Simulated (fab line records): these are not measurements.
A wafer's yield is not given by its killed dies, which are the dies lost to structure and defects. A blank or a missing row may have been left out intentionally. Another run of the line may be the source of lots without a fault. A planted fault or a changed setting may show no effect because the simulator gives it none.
A lot that was struck, set against a sound lot    flow sky130    15 out of 708 route steps
Sound: these wafers, L927.2, L927.3, L927.4. Struck: wafer L926.6. (L926.2, L926.5 of the same lot were not struck and are left out.) The cause comes at the end.
For every step that has rows: the tool of each side, followed by ch and its chambers, followed by its first start. Under that, the readings that differ: sound wafers    struck wafers    difference of the means    sigmas: that difference in standard deviations of wafers without a fault.
alike: same words and numbers on both sides, and readings whose means sit less than 2 such deviations apart. not compared: any withheld reading, any reading some wafer has no value for, any bound like >300 that may hide the same value, and any number with overlapping values for which the record gives no deviation.
Wherever a step has rows on one side only, a row that says differs or no value, or a row with sigmas, the two part there. Numbers that don't overlap but have no deviation are shown without sigmas and don't part them. A reading that every wafer of one side lacks parts them only if that side has two wafers or more.

SKY_CONTACT_OVL_MEAS_15:
  sound: overlay-01 at day 36 06:20; struck: overlay-02 at day 36 04:28
  alike: CONTACT_OVL
SKY_CONTACT_ETCH_16: etches BARC in N2/H2, stops on SiO2, time 45.9 s, target depth 60 nm.
  sound on rieDiel-03 ch 1,2, day 36 06:22; struck on rieDiel-02 ch 3, day 36 04:29
  alike: drypumpMotorCurrentA, oesProductAu, throttleValvePct
  not compared: rfHoursCounterH
SKY_CONTACT_ETCH_17: etches SiO2 in C4F8/O2/Ar, stops on Si3N4, target depth 340 nm.
  sound on rieDiel-03 ch 1,2, day 36 06:24; struck on rieDiel-02 ch 3, day 36 04:32
  alike: oesProductAu
SKY_CONTACT_ETCH_18: etches Si3N4 in CHF3/O2, stops on TiN, time 39 s, target depth 75 nm.
  sound: rieDiel-03 ch 1,2; struck: rieDiel-02 ch 3
  alike: drypumpMotorCurrentA, oesProductAu, throttleValvePct
  not compared: rfHoursCounterH
SKY_CONTACT_STRIP_19: strips in O2/N2.
  sound on plasmaAsher-02 ch 0,1, day 36 06:29; struck on plasmaAsher-02 ch 0, day 36 04:37
  alike: drypumpMotorCurrentA, o2FlowSccm, oesProductAu, stripTimeToEndpointS
  not compared: rfHoursCounterH
then, 5 steps without rows for these wafers: SKY_CONTACT_STRIP_20 (strips in post etch residue remover, time 1200 s); SKY_CONTACT_CLEAN_21 (cleans in IPA, time 180 s); SKY_CONTACT_CLEAN_22 (cleans in O3/DIW); SKY_CONTACT_SPUTTER_23 (material TiN, target thk 20 nm, time 80 s); SKY_CONTACT_CVD_24 (deposits W, target thk 340 nm, time 102.12 s).
SKY_CONTACT_RS_MEAS_25: measures by four-point-probe.
  sound: filmMetro-03 at day 36 07:25; struck: filmMetro-03 at day 36 05:58
  alike: CONTACT_W_RS
SKY_CONTACT_THK_MEAS_26: measures by xrf.
  sound: filmMetro-03 at day 36 07:32; struck: filmMetro-03 at day 36 06:04
  alike: CONTACT_W_THK
SKY_CONTACT_CMP_27: polishes, stops on SiO2, t overpolish 15 s, target thk 0 nm.
  sound on cmp-01 ch 0,1,3, day 36 07:35; struck on cmp-02 ch 0, day 36 06:10
reading              sound                 struck  difference  sigmas
overpolishRunS (s)   15.023 15.009 14.990  0.040   -14.967     -99 or more
timeToEndpointS (s)  80 83 78              127     +47         +14
  alike: motorCurrentA
SKY_METAL1_SPUTTER_00: material Ti, target thk 15 nm, time 10 s.
  sound wafers here have rows in the record (pvdSputter-04, day 36 07:53); struck ones have none
-- the record jumps here: 13 days lie between the struck wafers' starts before and after (it left off in module METAL1 and takes up again in module PAD_OPEN, whose first step shown is number 708 of the route) --
SKY_PAD_OPEN_PROBE_99:
  sound: prober-02 at day 49 08:53; struck: prober-01 at day 49 08:43
reading           sound       struck  difference  sigmas
killedAtContacts  30 34 24    426     +397        +73
killedDies        100 105 91  492     +393        +42
killedOnRim       18 21 15    96      +78         +20
  alike: killed_at_M0_to_M3, killed_at_M4_up, killedAtFrontEnd, killedAtOther, killedOpen, killedShort

WHERE THEY PART
Earliest at SKY_CONTACT_CMP_27; latest, in this record, at SKY_PAD_OPEN_PROBE_99.

WHY: what the simulator had put in
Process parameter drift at SKY_CONTACT_CMP_27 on cmp-02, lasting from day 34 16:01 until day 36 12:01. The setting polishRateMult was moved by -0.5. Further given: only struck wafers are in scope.
